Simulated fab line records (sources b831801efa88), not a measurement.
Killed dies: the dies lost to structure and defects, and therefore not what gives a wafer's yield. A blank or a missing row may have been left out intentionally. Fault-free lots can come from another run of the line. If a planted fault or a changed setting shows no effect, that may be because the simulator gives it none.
Chamber matching	flow gf180mcu	4 sister chambers for GF_CONTACT_ETCH_16 on rie diel-01
The step etches BARC in N2/H2. 4 wafers are shown with their chamber, then 9 later ones without.

## EACH WAFER AND ITS CHAMBER
wafer	chamber	drypump motor current A (A)
L084.4	2	6.3
L087.1	3	6.1
L087.5	0	6.0
L087.6	1	6.0

## WAFERS WHOSE CHAMBER IS MISSING
wafer	drypump motor current A (A)
L092.1	6.1
L092.5	6.0
L092.6	6.0
L095.2	6.3
L095.3	6.1
L095.6	6.3
L097.4	6.0
L097.5	5.9
L097.6	6.0

## CHAMBER TAKEN BY EACH
wafer	from the rows above	in truth
L092.1	3	3
L092.5	can't be placed: 0 or 1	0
L092.6	can't be placed: 0 or 1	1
L095.2	2	2
L095.3	3	3
L095.6	2	2
L097.4	can't be placed: 0 or 1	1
L097.5	can't be placed: 0 or 1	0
L097.6	can't be placed: 0 or 1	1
4 of 9 placed correctly. Cannot be placed on the basis of these rows: 5; the candidates contain the true chamber in 5. Wrongly placed: 0.
How it was worked out, from the rows above alone: a wafer's distance from a chamber is the root of the sum, over the readings, of the square of ((its reading less the chamber's mean) divided by the reading's scatter). The wafer belongs to the nearest chamber; if the next one is less than 2 further off, it can't be placed. Each chamber's mean is taken over the wafers shown for it. The scatter: root of mean squared gap, hidden wafer to nearest shown wafer, with one shown wafer a chamber.
